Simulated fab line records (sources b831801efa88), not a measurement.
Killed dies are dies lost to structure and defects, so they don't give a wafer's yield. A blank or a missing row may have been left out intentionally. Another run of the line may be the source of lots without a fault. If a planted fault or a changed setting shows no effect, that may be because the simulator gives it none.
Problem report, 8D (eight disciplines) form, completed by code	flow gf180mcu	the parts of the form that need people (team, actions taken, sign-off) are left out

## 1. THE ISSUE
strip-time-to-endpoint-s at GF_TOP_METAL_STRIP_17 reads a mean of 12.42 s on 3 wafers of 3 lots; wafers without a fault read 12.93 s with a standard deviation of 0.083. That puts it -6.1 standard deviations away from the usual mean.
The step: strips in O2/N2.
The first sign was on wafer L801.1 at day 32 15:09, on plasma-asher-03. At this step, 37 wafers from 13 lots have a number in the record. The rule behind "out" and "out of limits": a value lying over 4 standard deviations away from the usual mean. The other wafers with a number count as sound.

## 2. WHAT IT IS, AND WHAT IT ISN'T
question	is	is not
which readings at this step	strip-time-to-endpoint-s	drypump-motor-current-A, heater-power-w, oes-product-au
which lots	L801, L803, L804	L785, L786, L789, L790, L791, L793, L794, L795, L806, L807
which wafers of those lots	L801.1, L803.1, L804.5	L801.4, L801.6, L803.2, L804.2
read on which tools	plasma-asher-01, plasma-asher-03	plasma-asher-02
when	from day 32 15:09	up to then (26 sound wafers); but 8 sound wafers of L803, L804, L806, L807 came after

## 3. SUSPECTS, AND WHAT RULES EACH OUT
Counting: a tool at a process step up to the reading stays a suspect if it ran every lot that is out. Sound lots after the first of them don't rule it out here, since some wafers of a struck lot are sound.
- litho-track-01 at GF_TOP_METAL_COAT_09 (resist thk 1500 nm): kept. It ran every lot that is out, first L801 (day 32 06:22); its last sound lot up to then is L795 (day 30 17:59).
The count leaves litho-track-01 at GF_TOP_METAL_COAT_09.

## 4. THE CAUSE (what the simulator had put in)
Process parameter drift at GF_TOP_METAL_COAT_09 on litho-track-01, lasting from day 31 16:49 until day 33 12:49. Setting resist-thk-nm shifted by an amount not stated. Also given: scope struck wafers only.
This tool alone remained once counting was done.

## 5. THE EFFECT CHAIN, in route order
Each row: a reading whose mean over the struck wafers that have a number lies more than 3 standard deviations from the usual. Only readings whose record carries a usual standard deviation are examined. hours: median over the lots of the time between each lot's start at the first step of this table that gives one and its start at this step. sigmas: the change, counted in usual standard deviations.
hours	step	reading	usual	on struck wafers	change	sigmas
0	GF_TOP_METAL_STRIP_17	strip-time-to-endpoint-s	12.93 s	12.42	-0.51	-6.1
Process steps it contains:
- GF_TOP_METAL_STRIP_17: strips in O2/N2.

## 6. WHAT WOULD HAVE CAUGHT IT SOONER
In this record the first reading out of limits was taken at day 32 15:09, 22 hours after the fault began at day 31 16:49.
Lots out: 3; of these, L803, L804 started GF_TOP_METAL_COAT_09 on litho-track-01 after day 32 15:09. A hold on the tool at that time would have spared those 2.
